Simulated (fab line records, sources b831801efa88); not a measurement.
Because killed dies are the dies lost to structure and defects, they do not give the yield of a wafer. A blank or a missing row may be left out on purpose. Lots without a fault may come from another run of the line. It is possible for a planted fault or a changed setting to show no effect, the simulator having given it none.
Which tool did it? ; flow gf180mcu ; 12 lots, 36 wafers sampled, at 4 steps of a route of 602

WHAT EACH GAUGE READ, for each wafer
GF_V5_THK_MEAS_25: measures by xrf. Usual: V5_W_THK typically reads 355 nm, with standard deviation 5.2.
lot;measured;on;V5_W_THK (nm);flag
L508;day 26 21:12;film-metro-03;343 349 346;
L510;day 27 16:46;film-metro-03;362 359 358;
L511;day 28 01:11;film-metro-02;353 358 353;
L514;day 29 03:08;film-metro-04;350 350 357;
L515;day 29 17:29;film-metro-03;355 353 355;
L517;day 30 14:29;film-metro-04;347 355 353;
L518;day 31 00:10;film-metro-02;359 357 354;
L520;day 31 04:17;film-metro-04;354 359 353;
L519;day 31 05:42;film-metro-03;362 356 365;
L524;day 31 23:21;film-metro-03;351 364 352;
L527;day 32 16:01;film-metro-04;355 359 360;
L528;day 32 19:37;film-metro-02;353 361 363;

WHAT TOOL EACH LOT RAN ON (gives the tool, then ch and the chambers of the sampled wafers, and finally the start)
lot;GF_M4_METAL_ETCH_16;GF_M5_METAL_ETCH_10;GF_V5_SPUTTER_22
L508;rie-metal-04 ch 0,1, day 23 01:32;rie-metal-02 ch 0,1, day 25 22:04;pvd-sputter-04, day 26 20:56
L510;rie-metal-04 ch 1, day 23 22:05;rie-metal-03 ch 0, day 26 18:52;pvd-sputter-02, day 27 16:29
L511;rie-metal-01 ch 0,1, day 24 07:50;rie-metal-04 ch 0,1, day 27 02:51;pvd-sputter-02, day 28 00:53
L514;rie-metal-04 ch 0,1, day 25 13:50;rie-metal-02 ch 0,1, day 28 05:15;pvd-sputter-02, day 29 02:52
L515;rie-metal-04 ch 0,1, day 26 04:08;rie-metal-04 ch 0,1, day 28 20:09;pvd-sputter-01, day 29 17:13
L517;rie-metal-01 ch 0,1, day 27 03:11;rie-metal-04 ch 1, day 29 17:58;pvd-sputter-02, day 30 14:13
L518;rie-metal-04 ch 0,1, day 27 14:28;rie-metal-02 ch 0,1, day 30 03:17;pvd-sputter-02, day 30 23:53
L520;rie-metal-04 ch 0,1, day 27 19:18;rie-metal-02 ch 1, day 30 08:09;pvd-sputter-02, day 31 04:01
L519;rie-metal-02 ch 1, day 27 19:39;rie-metal-03 ch 0, day 30 08:48;pvd-sputter-01, day 31 05:25
L524;rie-metal-04 ch 0,1, day 28 16:53;rie-metal-03 ch 0, day 31 03:39;pvd-sputter-01, day 31 23:05
L527;rie-metal-04 ch 1, day 29 11:05;rie-metal-04 ch 0,1, day 31 20:16;pvd-sputter-02, day 32 15:45
L528;rie-metal-01 ch 0,1, day 29 15:15;rie-metal-02 ch 1, day 32 00:45;pvd-sputter-04, day 32 19:20
- GF_M4_METAL_ETCH_16: etches the open film in Cl2/BCl3, stops on SiO2, target depth 750.8 nm, time 125.1 s.
- GF_M5_METAL_ETCH_10: etches the open film in Cl2/BCl3, stops on SiO2, target depth 750.8 nm, time 125.1 s.
- GF_V5_SPUTTER_22: material TiN, target thk 10 nm, time 40 s.

WHAT THE TOOLS THEMSELVES READ (means of the sampled wafers that have a number; where no wafer has one, the mark that the record gives instead)
GF_M4_METAL_ETCH_16. Usual: bcl3-flow-sccm 40.01 sccm, standard deviation 0.1; bias-w 140.1 W, standard deviation 0.46; drypump-motor-current-A 5.5 A, standard deviation 0.43; oes-product-au 0.993 a.u., standard deviation 0.005; throttle-valve-pct 28.226 %, standard deviation 0.0094.
lot;tool;bcl3-flow-sccm (sccm);bias-w (W);drypump-motor-current-A (A);oes-product-au (a.u.);throttle-valve-pct (%);flag
L508;rie-metal-04;39.96;140.2;5.6;0.991;28.232;
L510;rie-metal-04;40.08;140.3;5.9;0.987;28.227;
L511;rie-metal-01;40.13;139.8;5.4;0.995;28.228;
L514;rie-metal-04;40.00;140.1;5.6;0.994;28.230;
L515;rie-metal-04;40.01;139.9;5.2;0.997;28.226;
L517;rie-metal-01;39.97;140.7;5.2;0.992;28.220;
L518;rie-metal-04;39.96;139.5;5.6;0.993;28.226;
L520;rie-metal-04;39.89;140.6;5.6;0.990;28.225;
L519;rie-metal-02;40.07;140.4;5.5;0.997;28.221;
L524;rie-metal-04;39.99;139.9;5.6;0.986;28.234;
L527;rie-metal-04;40.02;140.7;5.9;0.992;28.229;
L528;rie-metal-01;39.96;139.3;5.3;0.996;28.228;

GF_M5_METAL_ETCH_10. Usual: bcl3-flow-sccm 40.01 sccm, standard deviation 0.12; bias-w 140.0 W, standard deviation 0.45; drypump-motor-current-A 5.6 A, standard deviation 0.36; oes-product-au 0.994 a.u., standard deviation 0.0053; throttle-valve-pct 28.226 %, standard deviation 0.01.
lot;tool;bcl3-flow-sccm (sccm);bias-w (W);drypump-motor-current-A (A);oes-product-au (a.u.);throttle-valve-pct (%);flag
L508;rie-metal-02;39.88;140.5;5.7;0.997;28.226;
L510;rie-metal-03;39.90;139.6;5.5;0.989;28.237;
L511;rie-metal-04;40.15;139.9;5.6;0.991;28.223;
L514;rie-metal-02;39.94;140.1;5.7;0.992;28.218;
L515;rie-metal-04;39.93;140.0;5.5;0.991;28.238;
L517;rie-metal-04;40.10;139.6;5.9;0.993;28.227;
L518;rie-metal-02;40.05;139.7;5.7;0.995;28.227;
L520;rie-metal-02;40.01;139.3;5.5;0.999;28.216;
L519;rie-metal-03;40.02;140.0;5.5;0.991;28.230;
L524;rie-metal-03;40.06;139.8;5.5;0.988;28.231;
L527;rie-metal-04;40.14;140.1;5.6;0.995;28.228;
L528;rie-metal-02;40.00;140.1;5.5;0.995;28.225;

GF_V5_SPUTTER_22. Usual: chamber-pressure-pa 4.999 Pa, standard deviation 0.01; throttle-valve-pct 29.7 %, standard deviation 0.84.
lot;tool;chamber-pressure-pa (Pa);throttle-valve-pct (%);flag
L508;pvd-sputter-04;5.006;29.4;
L510;pvd-sputter-02;5.001;29.2;
L511;pvd-sputter-02;5.006;29.0;
L514;pvd-sputter-02;4.997;29.3;
L515;pvd-sputter-01;4.995;29.9;
L517;pvd-sputter-02;4.999;29.7;
L518;pvd-sputter-02;5.000;29.3;
L520;pvd-sputter-02;5.000;29.7;
L519;pvd-sputter-01;5.000;30.1;
L524;pvd-sputter-01;5.005;29.4;
L527;pvd-sputter-02;5.001;29.2;
L528;pvd-sputter-04;4.993;30.1;

THE ANSWER, worked out from the rows above alone
Rule: take the mean of a lot's wafers that have a number; if it is more than 3 standard deviations from the usual mean, the lot is off. Also off: a lot with no number at a reading for which 4 or more lots have one. All remaining lots with rows at the step are treated as sound. The gauges are gone through in route order, then the tools' own readings, and for those a lot's mean is taken as printed above. The first step at which some lot is off is used, and at that step the reading that is off furthest; a lot without a number counts as furthest.
Nothing can be told from this: no lot is off at any reading shown.

WHAT THE SIMULATOR PUT IN
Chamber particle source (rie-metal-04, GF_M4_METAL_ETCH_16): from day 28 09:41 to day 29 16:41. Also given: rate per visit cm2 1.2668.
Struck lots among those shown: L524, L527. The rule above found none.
